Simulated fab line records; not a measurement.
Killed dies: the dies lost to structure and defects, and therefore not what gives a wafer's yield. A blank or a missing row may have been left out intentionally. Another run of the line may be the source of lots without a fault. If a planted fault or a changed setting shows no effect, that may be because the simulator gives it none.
Split-lot study || flow sky130 || route with 708 steps; 5 lots, 23 wafers read

== THE SPLIT ==
At SKY_METAL4_SPUTTER_04 (material TiN, target thk 70 nm, time 58.3 s), the setting power w was moved away from the recipe's 6500 W on 8 of the 23 wafers read, by -10.9% to -6.7%. This setting was run at the recipe's value on the other wafers.

The reading is taken at the split's own step.

== THE READING ==
TiN_of_METAL4_SPUTTER_04.thk nm (the simulator's own value, which no gauge read), in nm, at SKY_METAL4_SPUTTER_04 (material TiN, target thk 70 nm, time 58.3 s). There is no usual value for it anywhere in the file. Average 69.57 nm, standard deviation 0.61 nm, over the 15 wafers here run with the recipe.

{"wafer": "L078.1", "tool, chamber at the split": "pvd sputter-04, -", "power w as run, W": 6053, "against the recipe": "-6.9%", "TiN_of_METAL4_SPUTTER_04.thk nm, nm": 63.68, "against lot-mates on the recipe": -5.32}
{"wafer": "L078.3", "tool, chamber at the split": "pvd sputter-04, -", "power w as run, W": 6053, "against the recipe": "-6.9%", "TiN_of_METAL4_SPUTTER_04.thk nm, nm": 63.87, "against lot-mates on the recipe": -5.13}
{"wafer": "L078.4", "tool, chamber at the split": "pvd sputter-04, -", "power w as run, W": 6053, "against the recipe": "-6.9%", "TiN_of_METAL4_SPUTTER_04.thk nm, nm": 63.76, "against lot-mates on the recipe": -5.24}
{"wafer": "L078.5", "tool, chamber at the split": "pvd sputter-04, -", "power w as run, W": 6500, "against the recipe": "recipe", "TiN_of_METAL4_SPUTTER_04.thk nm, nm": 68.83, "against lot-mates on the recipe": "-"}
{"wafer": "L078.6", "tool, chamber at the split": "pvd sputter-04, -", "power w as run, W": 6500, "against the recipe": "recipe", "TiN_of_METAL4_SPUTTER_04.thk nm, nm": 69.16, "against lot-mates on the recipe": "-"}
{"wafer": "L076.1", "tool, chamber at the split": "pvd sputter-04, -", "power w as run, W": 6500, "against the recipe": "recipe", "TiN_of_METAL4_SPUTTER_04.thk nm, nm": 70.22, "against lot-mates on the recipe": "-"}
{"wafer": "L076.2", "tool, chamber at the split": "pvd sputter-04, -", "power w as run, W": 6500, "against the recipe": "recipe", "TiN_of_METAL4_SPUTTER_04.thk nm, nm": 70.31, "against lot-mates on the recipe": "-"}
{"wafer": "L076.3", "tool, chamber at the split": "pvd sputter-04, -", "power w as run, W": 6500, "against the recipe": "recipe", "TiN_of_METAL4_SPUTTER_04.thk nm, nm": 70.61, "against lot-mates on the recipe": "-"}
{"wafer": "L076.5", "tool, chamber at the split": "pvd sputter-04, -", "power w as run, W": 6500, "against the recipe": "recipe", "TiN_of_METAL4_SPUTTER_04.thk nm, nm": 70.13, "against lot-mates on the recipe": "-"}
{"wafer": "L076.6", "tool, chamber at the split": "pvd sputter-04, -", "power w as run, W": 6500, "against the recipe": "recipe", "TiN_of_METAL4_SPUTTER_04.thk nm, nm": 70.32, "against lot-mates on the recipe": "-"}
{"wafer": "L083.1", "tool, chamber at the split": "pvd sputter-04, -", "power w as run, W": 6500, "against the recipe": "recipe", "TiN_of_METAL4_SPUTTER_04.thk nm, nm": 68.76, "against lot-mates on the recipe": "-"}
{"wafer": "L083.2", "tool, chamber at the split": "pvd sputter-04, -", "power w as run, W": 6500, "against the recipe": "recipe", "TiN_of_METAL4_SPUTTER_04.thk nm, nm": 68.62, "against lot-mates on the recipe": "-"}
{"wafer": "L083.3", "tool, chamber at the split": "pvd sputter-04, -", "power w as run, W": 6500, "against the recipe": "recipe", "TiN_of_METAL4_SPUTTER_04.thk nm, nm": 69.6, "against lot-mates on the recipe": "-"}
{"wafer": "L083.4", "tool, chamber at the split": "pvd sputter-04, -", "power w as run, W": 6065, "against the recipe": "-6.7%", "TiN_of_METAL4_SPUTTER_04.thk nm, nm": 64.88, "against lot-mates on the recipe": -4.11}
{"wafer": "L083.5", "tool, chamber at the split": "pvd sputter-04, -", "power w as run, W": 6065, "against the recipe": "-6.7%", "TiN_of_METAL4_SPUTTER_04.thk nm, nm": 64.99, "against lot-mates on the recipe": -4.00}
{"wafer": "L081.4", "tool, chamber at the split": "pvd sputter-04, -", "power w as run, W": 6500, "against the recipe": "recipe", "TiN_of_METAL4_SPUTTER_04.thk nm, nm": 69.25, "against lot-mates on the recipe": "-"}
{"wafer": "L081.5", "tool, chamber at the split": "pvd sputter-04, -", "power w as run, W": 6500, "against the recipe": "recipe", "TiN_of_METAL4_SPUTTER_04.thk nm, nm": 69.34, "against lot-mates on the recipe": "-"}
{"wafer": "L081.6", "tool, chamber at the split": "pvd sputter-04, -", "power w as run, W": 6500, "against the recipe": "recipe", "TiN_of_METAL4_SPUTTER_04.thk nm, nm": 69.18, "against lot-mates on the recipe": "-"}
{"wafer": "L084.1", "tool, chamber at the split": "pvd sputter-01, -", "power w as run, W": 5794, "against the recipe": "-10.9%", "TiN_of_METAL4_SPUTTER_04.thk nm, nm": 61.65, "against lot-mates on the recipe": -7.96}
{"wafer": "L084.2", "tool, chamber at the split": "pvd sputter-01, -", "power w as run, W": 5794, "against the recipe": "-10.9%", "TiN_of_METAL4_SPUTTER_04.thk nm, nm": 61.61, "against lot-mates on the recipe": -8.00}
{"wafer": "L084.3", "tool, chamber at the split": "pvd sputter-01, -", "power w as run, W": 6500, "against the recipe": "recipe", "TiN_of_METAL4_SPUTTER_04.thk nm, nm": 69.63, "against lot-mates on the recipe": "-"}
{"wafer": "L084.4", "tool, chamber at the split": "pvd sputter-01, -", "power w as run, W": 5794, "against the recipe": "-10.9%", "TiN_of_METAL4_SPUTTER_04.thk nm, nm": 61.42, "against lot-mates on the recipe": -8.19}
{"wafer": "L084.5", "tool, chamber at the split": "pvd sputter-01, -", "power w as run, W": 6500, "against the recipe": "recipe", "TiN_of_METAL4_SPUTTER_04.thk nm, nm": 69.59, "against lot-mates on the recipe": "-"}

FIT RESULTS
A straight line over all 23 wafers: TiN_of_METAL4_SPUTTER_04.thk nm changes by +0.754 nm for each +1% of power w; r = +0.98; the points scatter about the line by 0.58 nm.
The same after taking each lot's own level away (the mean of its wafers on the recipe; 23 wafers): +0.728 nm for each +1%; r = +0.99; scatter 0.33 nm.
The reading moves by 7.9 nm for the largest change in power w, on that fit.
The lots' own levels span 68.993 to 70.318 nm, that is 2.2 times the standard deviation above.
So the lot-to-lot level changes the slope little: the two slopes agree.
Check: -7.86 nm against its lot-mates is what the line predicts for one of the wafers moved furthest among these (-10.9%) when that wafer is left out of the fit. Against them it came out at -7.96 nm.

== THESE WAFERS: OTHER SPLITS ==
Other splits were also applied to these wafers ahead of the reading. Each is held against what the fit with the lots' levels taken away leaves over:
{"other split on the same wafers": "SKY_METAL3_SPUTTER_00 time s", "wafers away from the commonest value": 11, "r with TiN_of_METAL4_SPUTTER_04.thk nm (lot level and that fit taken away)": -0.33}
{"other split on the same wafers": "SKY_CAPM_SPUTTER_02 power w", "wafers away from the commonest value": 6, "r with TiN_of_METAL4_SPUTTER_04.thk nm (lot level and that fit taken away)": -0.29}
{"other split on the same wafers": "SKY_VIA3_CMP_02 leave above ref nm", "wafers away from the commonest value": 8, "r with TiN_of_METAL4_SPUTTER_04.thk nm (lot level and that fit taken away)": "+0.25"}
{"other split on the same wafers": "SKY_METAL4_SPUTTER_02 time s", "wafers away from the commonest value": 8, "r with TiN_of_METAL4_SPUTTER_04.thk nm (lot level and that fit taken away)": "+0.01"}

== FILE'S OWN FIT ==
TiN_of_METAL4_SPUTTER_04.thk nm changes by +0.717 nm for each +1% of power w, r = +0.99.
